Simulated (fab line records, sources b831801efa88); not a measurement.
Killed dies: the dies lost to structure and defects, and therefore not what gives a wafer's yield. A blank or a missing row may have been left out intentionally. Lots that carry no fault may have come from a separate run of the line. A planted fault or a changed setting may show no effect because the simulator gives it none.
2 desks, one fault -- flow sky130 -- every desk sees just its own numbers, and what lay behind them comes last

== AT THE TOOL OWNER'S DESK: implanter-03 ==
The tool's own readings at SKY_LDD_N_IMPLANT_08, given as means over the sampled wafers that have a number, one for each lot that went through this tool. A lot is out of limits, marked OUT, if its mean lies more than 4 standard deviations from the usual mean; the brackets give that distance.
Columns: A = beamOnS at SKY_LDD_N_IMPLANT_08, usual 10.00 s; B = doseIonsCm2 at SKY_LDD_N_IMPLANT_08, usual 7.499e+13; C = faradayCurrentUA at SKY_LDD_N_IMPLANT_08, usual 423
lot,first seen here,A,B,C
L904,day 20 03:21,10.04,7.502e+13,421
L906,day 20 13:42,10.04,7.505e+13,422
L909,day 21 18:04,10.07,7.496e+13,421
L913,day 23 04:21,9.74,7.504e+13,433
L915,day 23 14:44,78.19 (+99 or more) OUT,9.031e+14 (+99 or more) OUT,651 (+25) OUT
L916,day 23 22:37,79.05 (+99 or more) OUT,9.028e+14 (+99 or more) OUT,645 (+24) OUT
This desk's finding: out of limits on L915, L916; first on L915, day 23 14:44 (beamOnS at SKY_LDD_N_IMPLANT_08). L904, L906, L909, L913: within limits.

== THE METROLOGY DESK ==
What the gauges read, lot by lot, whatever tool the lot ran on: means of the sampled wafers that have a number. A lot is out of limits, marked OUT, if its mean lies more than 4 standard deviations from the usual mean; the brackets give that distance.
Columns: A = SONOS_ONO_OVL at SKY_SONOS_ONO_OVL_MEAS_14, usual -0.1 nm; B = GATE_OXIDE_OXIDATION_00_THK at SKY_GATE_OXIDE_THK_MEAS_02, usual 10.22 nm; C = POLY_GATE_CVD_03_THK at SKY_POLY_GATE_THK_MEAS_04, usual 75.4 nm; D = LDD_N_TW at SKY_LDD_N_TW_MEAS_17, usual 2579
lot,first seen here,A,B,C,D
L902,day 14 06:20,-2.1,10.35,75.7,2596
L904,day 14 20:43,-0.6,10.13,76.2,2558
L906,day 15 03:44,0.3,9.89,76.4,2599
L907,day 15 15:16,-0.1,10.08,75.5,2562
L908,day 15 19:05,-1.2,10.17,75.5,2563
L909,day 16 07:21,-1.4,10.14,75.3,2582
L913,day 17 16:53,0.8,10.29,74.7,2540
L914,day 17 23:52,0.4,10.37,75.2,2609
L915,day 18 01:43,-0.7,10.27,74.8,3066 (+21) OUT
L916,day 18 09:47,-1.0,10.12,75.9,3000 (+18) OUT
L922,day 20 18:26,-0.7,10.32,75.5,2577
This desk's finding: out of limits on L915, L916; first on L915, day 23 16:01 (LDD_N_TW at SKY_LDD_N_TW_MEAS_17). L902, L904, L906, L907, L908, L909, L913, L914, L922: within limits.

== TAKEN TOGETHER ==
The tool owner's desk could have raised an alarm at day 23 14:44, on L915, L916.
Metrology desk: alarm possible at day 23 16:01 on L915, L916.
Of the lots named, all ran SKY_LDD_N_IMPLANT_08 on implanter-03.

== WHAT THE SIMULATOR HAD INSERTED ==
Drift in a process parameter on implanter-03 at SKY_LDD_N_IMPLANT_08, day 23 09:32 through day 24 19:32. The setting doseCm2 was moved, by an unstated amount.
Lots struck among those shown: L915, L916.
Time in hours from fault onset to the first out-of-limits reading at each desk: tool owner's desk 5, metrology desk 6.
